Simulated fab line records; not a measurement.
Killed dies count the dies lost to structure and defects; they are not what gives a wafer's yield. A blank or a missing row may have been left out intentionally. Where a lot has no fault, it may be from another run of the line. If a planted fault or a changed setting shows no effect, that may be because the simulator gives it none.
Chamber matching || flow sky130 || SKY_VIA1_CMP_24 on cmp-02: 4 sister chambers
The step polishes, stops on SiO2, t overpolish 15 s, target thk 0 nm. 14 wafers are shown with their chamber, then 7 later ones without.

WAFERS, EACH WITH ITS CHAMBER
{"wafer": "L223.4", "chamber": 3, "time to endpoint s (s)": 61, "motor current A (A)": 11.0, "overpolish run s (s)": 14.987}
{"wafer": "L223.5", "chamber": 2, "time to endpoint s (s)": 68, "motor current A (A)": 10.9, "overpolish run s (s)": 15.012}
{"wafer": "L223.6", "chamber": 1, "time to endpoint s (s)": 71, "motor current A (A)": 11.9, "overpolish run s (s)": 15.001}
{"wafer": "L224.2", "chamber": 2, "time to endpoint s (s)": 61, "motor current A (A)": 10.8, "overpolish run s (s)": 14.994}
{"wafer": "L224.3", "chamber": 3, "time to endpoint s (s)": 63, "motor current A (A)": 11.2, "overpolish run s (s)": 15.004}
{"wafer": "L224.6", "chamber": 3, "time to endpoint s (s)": 65, "motor current A (A)": 11.1, "overpolish run s (s)": 15.005}
{"wafer": "L225.1", "chamber": 3, "time to endpoint s (s)": 61, "motor current A (A)": 11.4, "overpolish run s (s)": 14.993}
{"wafer": "L225.2", "chamber": 1, "time to endpoint s (s)": 70, "motor current A (A)": 12.6, "overpolish run s (s)": 15.004}
{"wafer": "L225.3", "chamber": 0, "time to endpoint s (s)": 59, "motor current A (A)": 11.8, "overpolish run s (s)": 15.015}
{"wafer": "L232.1", "chamber": 1, "time to endpoint s (s)": 69, "motor current A (A)": 12.6, "overpolish run s (s)": 15.009}
{"wafer": "L232.5", "chamber": 3, "time to endpoint s (s)": 61, "motor current A (A)": 11.6, "overpolish run s (s)": 15.011}
{"wafer": "L232.6", "chamber": 2, "time to endpoint s (s)": 64, "motor current A (A)": 11.0, "overpolish run s (s)": 14.992}
{"wafer": "L233.3", "chamber": 1, "time to endpoint s (s)": 70, "motor current A (A)": 12.1, "overpolish run s (s)": 14.993}
{"wafer": "L233.5", "chamber": 2, "time to endpoint s (s)": 65, "motor current A (A)": 10.6, "overpolish run s (s)": 15.009}

SIGNATURES (averages over the wafers above)
{"reading": "time to endpoint s", "chamber 0": 59.00, "chamber 1": 70.00, "chamber 2": 64.50, "chamber 3": 62.20, "scatter within a chamber": 1.99}
{"reading": "motor current A", "chamber 0": 11.800, "chamber 1": 12.300, "chamber 2": 10.825, "chamber 3": 11.260, "scatter within a chamber": 0.264}
{"reading": "overpolish run s", "chamber 0": 15.01500, "chamber 1": 15.00175, "chamber 2": 15.00175, "chamber 3": 15.00000, "scatter within a chamber": 0.0091}
Rule: for a wafer and a chamber, the distance is found by dividing, reading by reading, the gap between the wafer's reading and the chamber's mean by the reading's scatter, squaring, summing and taking the root. If the next closest chamber is less than 2 further off than the closest, the wafer can't be placed; otherwise it belongs to the closest. The scatter is the square root of a quotient: the sum, over the shown wafers, of each reading's squared deviation from its chamber's mean, divided by wafers minus chambers.

WAFERS WHOSE CHAMBER IS MISSING
{"wafer": "L233.6", "time to endpoint s (s)": 72, "motor current A (A)": 12.5, "overpolish run s (s)": 15.005}
{"wafer": "L234.2", "time to endpoint s (s)": 61, "motor current A (A)": 11.9, "overpolish run s (s)": 15.000}
{"wafer": "L234.4", "time to endpoint s (s)": 69, "motor current A (A)": 10.6, "overpolish run s (s)": 14.995}
{"wafer": "L234.5", "time to endpoint s (s)": 66, "motor current A (A)": 11.8, "overpolish run s (s)": 14.997}
{"wafer": "L235.4", "time to endpoint s (s)": 64, "motor current A (A)": 10.8, "overpolish run s (s)": 15.013}
{"wafer": "L235.5", "time to endpoint s (s)": 70, "motor current A (A)": 10.0, "overpolish run s (s)": 14.997}
{"wafer": "L235.6", "time to endpoint s (s)": 71, "motor current A (A)": 13.1, "overpolish run s (s)": 15.011}

EACH ONE'S CHAMBER
{"wafer": "L233.6", "from the rows above": 1, "in truth": 1}
{"wafer": "L234.2", "from the rows above": "can't be placed: 0 or 3", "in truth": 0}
{"wafer": "L234.4", "from the rows above": "can't be placed: 2 or 3", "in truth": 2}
{"wafer": "L234.5", "from the rows above": "can't be placed: 1 or 3 or 2 or 0", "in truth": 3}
{"wafer": "L235.4", "from the rows above": "can't be placed: 2 or 3", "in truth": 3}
{"wafer": "L235.5", "from the rows above": "can't be placed: 2 or 3", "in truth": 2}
{"wafer": "L235.6", "from the rows above": 1, "in truth": 1}
Correct placement for 2 of the 7. Can't be placed from these rows: 5 (the true chamber is among the candidates in 5). 0 placed wrongly.
